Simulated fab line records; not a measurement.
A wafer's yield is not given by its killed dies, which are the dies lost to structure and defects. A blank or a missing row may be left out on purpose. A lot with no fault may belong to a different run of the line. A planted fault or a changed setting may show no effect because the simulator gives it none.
One fault through the eyes of 2 desks || flow gf180mcu || each desk has only its own numbers; what lay behind them comes last

FOR THE TOOL OWNER'S DESK: pecvd-02
The tool's own readings at GF_V2_CVD_02 (deposits SiO2 from TEOS, target thk 850 nm, time 94.851 s): means of the sampled wafers that have a number, for each lot that ran on this tool. Marked OUT: a lot whose mean sits more than 4 standard deviations from the usual mean, which makes it out of limits; the brackets give that distance.
Columns: A = heater power w at GF_V2_CVD_02, usual 630 W
{"lot": "L404", "first seen here": "day 20 11:13", "A": 777}
{"lot": "L405", "first seen here": "day 20 23:58", "A": 732}
{"lot": "L412", "first seen here": "day 24 03:52", "A": 669}
{"lot": "L413", "first seen here": "day 24 08:08", "A": 665}
Finding of this desk: none of the 4 lots has anything out of limits.

METROLOGY DESK
Means of the sampled wafers that have a number, per lot and without regard to the tool the lot ran on: this is what the gauges read. Marked OUT: a lot whose mean sits more than 4 standard deviations from the usual mean, which makes it out of limits; the brackets give that distance.
Columns: A = V1_BOW at GF_V1_BOW_MEAS_05, usual 82 um; B = V2_CVD_02_THK at GF_V2_THK_MEAS_03, usual 851 nm
{"lot": "L400", "first seen here": "day 17 04:51", "A": 85, "B": 859}
{"lot": "L401", "first seen here": "day 17 09:17", "A": 86, "B": 853}
{"lot": "L402", "first seen here": "day 17 18:39", "A": 88, "B": 846}
{"lot": "L403", "first seen here": "day 18 07:56", "A": 77, "B": 861}
{"lot": "L404", "first seen here": "day 18 08:47", "A": 86, "B": 847}
{"lot": "L405", "first seen here": "day 18 21:37", "A": 85, "B": 852}
{"lot": "L406", "first seen here": "day 19 07:52", "A": 78, "B": 853}
{"lot": "L412", "first seen here": "day 22 03:41", "A": 72, "B": "711 (-13) OUT"}
{"lot": "L413", "first seen here": "day 22 09:07", "A": 83, "B": "794 (-5.2) OUT"}
{"lot": "L418", "first seen here": "day 23 17:29", "A": 79, "B": 862}
{"lot": "L419", "first seen here": "day 23 23:35", "A": 74, "B": 845}
{"lot": "L421", "first seen here": "day 24 12:20", "A": 84, "B": 852}
{"lot": "L422", "first seen here": "day 24 18:55", "A": 82, "B": 864}
Per this desk, out of limits: L412, L413; the first was L412, day 24 03:56 (V2_CVD_02_THK at GF_V2_THK_MEAS_03). Within limits: L400, L401, L402, L403, L404, L405, L406, L418, L419, L421, L422.

PUT TOGETHER
Metrology desk: alarm possible at day 24 03:56 on L412, L413.
The tool owner's desk saw nothing out of limits.
Tool owner's desk: L412, L413 on record, inside its limits.
Of the lots named, all ran GF_V2_CVD_02 on pecvd-02.

WHAT WAS PUT IN BY THE SIMULATOR
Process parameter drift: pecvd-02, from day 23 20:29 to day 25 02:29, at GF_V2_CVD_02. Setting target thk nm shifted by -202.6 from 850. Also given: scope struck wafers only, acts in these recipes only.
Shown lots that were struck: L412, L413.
Per desk, hours elapsed from the start of the fault to the first reading out of limits: for the metrology desk, 7.
